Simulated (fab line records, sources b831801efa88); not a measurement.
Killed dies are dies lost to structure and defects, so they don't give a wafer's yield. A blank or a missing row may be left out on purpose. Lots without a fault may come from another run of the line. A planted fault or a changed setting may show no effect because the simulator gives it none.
A struck lot beside a sound one | flow sky130 | 25 steps out of a route of 708
Sound: wafers L166.2, L166.3, L166.4. Struck: wafers L170.1, L170.4. (L170.3 of the same lot was not struck and is left out.) The cause comes at the end.
At each step with rows: each side's tool, then ch and its chambers, then its first start. Under that, the readings that differ: sound wafers | struck wafers | difference of the means | sigmas: that difference in standard deviations of wafers without a fault.
alike: readings whose means differ by less than 2 such deviations, and words and numbers that are the same on both sides. not compared: withheld readings, readings that some wafer has no value for, bounds like >300 that may hide the same value, and numbers for which the record gives no deviation and whose values overlap.
The two part at a step that has a row with sigmas, a row that says differs or no value, or rows on one side only. Numbers that don't overlap but have no deviation are shown without sigmas and don't part them. A reading that every wafer of one side lacks parts them only if that side has two wafers or more.

first, 3 steps without rows for these wafers: SKY_LOCAL_INTERCONNECT_STRIP_16 (strips in post etch residue remover, time 1200 s); SKY_LOCAL_INTERCONNECT_CLEAN_17 (cleans in IPA, time 180 s); SKY_LOCAL_INTERCONNECT_CLEAN_18 (cleans in O3/DIW).
SKY_CONTACT_CVD_00: deposits Si3N4, target thk 75 nm.
  sound on pecvd-03 ch 0,1,2, day 33 05:22; struck on pecvd-01 ch 1, day 34 15:07
  alike: heater_power_w
SKY_CONTACT_THK_MEAS_01:
  sound on film_metro-01, day 33 05:25; struck on film_metro-02, day 34 15:09
  alike: CONTACT_CVD_00_THK
then, 1 step without rows for these wafers: SKY_CONTACT_HDPCVD_02 (deposits SiO2, target thk 565 nm, time 94.2 s).
SKY_CONTACT_THK_MEAS_03:
  sound on film_metro-04, day 33 05:32; struck on film_metro-01, day 34 15:17
  alike: CONTACT_HDPCVD_THK
SKY_CONTACT_CMP_04: polishes SiO2.
  sound on cmp-02 ch 1,2,3, day 33 05:35; struck on cmp-02 ch 1,2, day 34 15:23
  alike: head_pressure_psi, motor_current_A, time_to_endpoint_s
SKY_CONTACT_BOW_MEAS_05:
  sound on film_metro-04, day 33 05:55; struck on film_metro-01, day 34 15:38
  alike: CONTACT_BOW
then, 3 steps without rows for these wafers: SKY_CONTACT_DEHYDRATE_06 (time 60 s); SKY_CONTACT_HMDS_07 (prime time 60 s); SKY_CONTACT_COAT_08 (resist thk 60 nm).
SKY_CONTACT_COAT_09: resist thk 450 nm.
  sound on litho_track-03 ch 0, day 33 19:00; struck on litho_track-03 ch 0, day 35 05:00
  reading                                        | sound             | struck      | difference | sigmas
  model.KrF-thick_of_CONTACT_COAT_09.thk_nm (nm) | 449.6 450.2 449.5 | 497.3 498.1 | +47.9      |
then, 4 steps without rows for these wafers: SKY_CONTACT_SOFTBAKE_10 (time 90 s); SKY_CONTACT_EXPOSE_11 (exposes mask CTM1, target cd 170 nm); SKY_CONTACT_PEB_12; SKY_CONTACT_DEVELOP_13 (develop time 60 s).
SKY_CONTACT_CD_MEAS_14: target cd 170 nm.
  sound on cd_sem-01, day 34 08:04; struck on cd_sem-01, day 35 18:23
  alike: cd_nm
SKY_CONTACT_OVL_MEAS_15:
  sound on overlay-01, day 34 08:11; struck on overlay-02, day 35 18:31
  alike: CONTACT_OVL
SKY_CONTACT_ETCH_16: etches BARC in N2/H2, stops on SiO2, time 45.9 s, target depth 60 nm.
  sound on rie_diel-01 ch 0,1,3, day 34 08:13; struck on rie_diel-01 ch 2,3, day 35 18:32
  alike: drypump_motor_current_A, oes_product_au, throttle_valve_pct
  not compared: rf_hours_counter_h
SKY_CONTACT_ETCH_17: etches SiO2 in C4F8/O2/Ar, stops on Si3N4, target depth 340 nm.
  sound on rie_diel-01 ch 0,1,3, day 34 08:15; struck on rie_diel-01 ch 2,3, day 35 18:35
  alike: oes_product_au
SKY_CONTACT_ETCH_18: etches Si3N4 in CHF3/O2, stops on TiN, time 39 s, target depth 75 nm.
  sound on rie_diel-01 ch 0,1,3; struck on rie_diel-01 ch 2,3
  reading                                        | sound             | struck      | difference | sigmas
  model.KrF-thick_of_CONTACT_COAT_09.thk_nm (nm) | 238.7 240.6 243.3 | 289.1 289.9 | +48.6      |
  alike: drypump_motor_current_A, oes_product_au, throttle_valve_pct
  not compared: rf_hours_counter_h
SKY_CONTACT_STRIP_19: strips in O2/N2.
  sound on plasma_asher-03 ch 0,1, day 34 08:20; struck on plasma_asher-03 ch 0, day 35 18:41
  reading                      | sound             | struck      | difference | sigmas
  oes_product_au (a.u.)        | 0.379 0.377 0.387 | 0.399 0.400 | +0.019     | +4
  strip_time_to_endpoint_s (s) | 3.55 3.60 3.63    | 4.12 4.11   | +0.52      | +17
  alike: drypump_motor_current_A
  not compared: rf_hours_counter_h
then, 2 steps without rows for these wafers: SKY_CONTACT_STRIP_20 (strips in post etch residue remover, time 1200 s); SKY_PAD_OPEN_PROBE_99.

WHERE THEY PART
Only at SKY_CONTACT_STRIP_19, within this record.

WHY: what the simulator had put in
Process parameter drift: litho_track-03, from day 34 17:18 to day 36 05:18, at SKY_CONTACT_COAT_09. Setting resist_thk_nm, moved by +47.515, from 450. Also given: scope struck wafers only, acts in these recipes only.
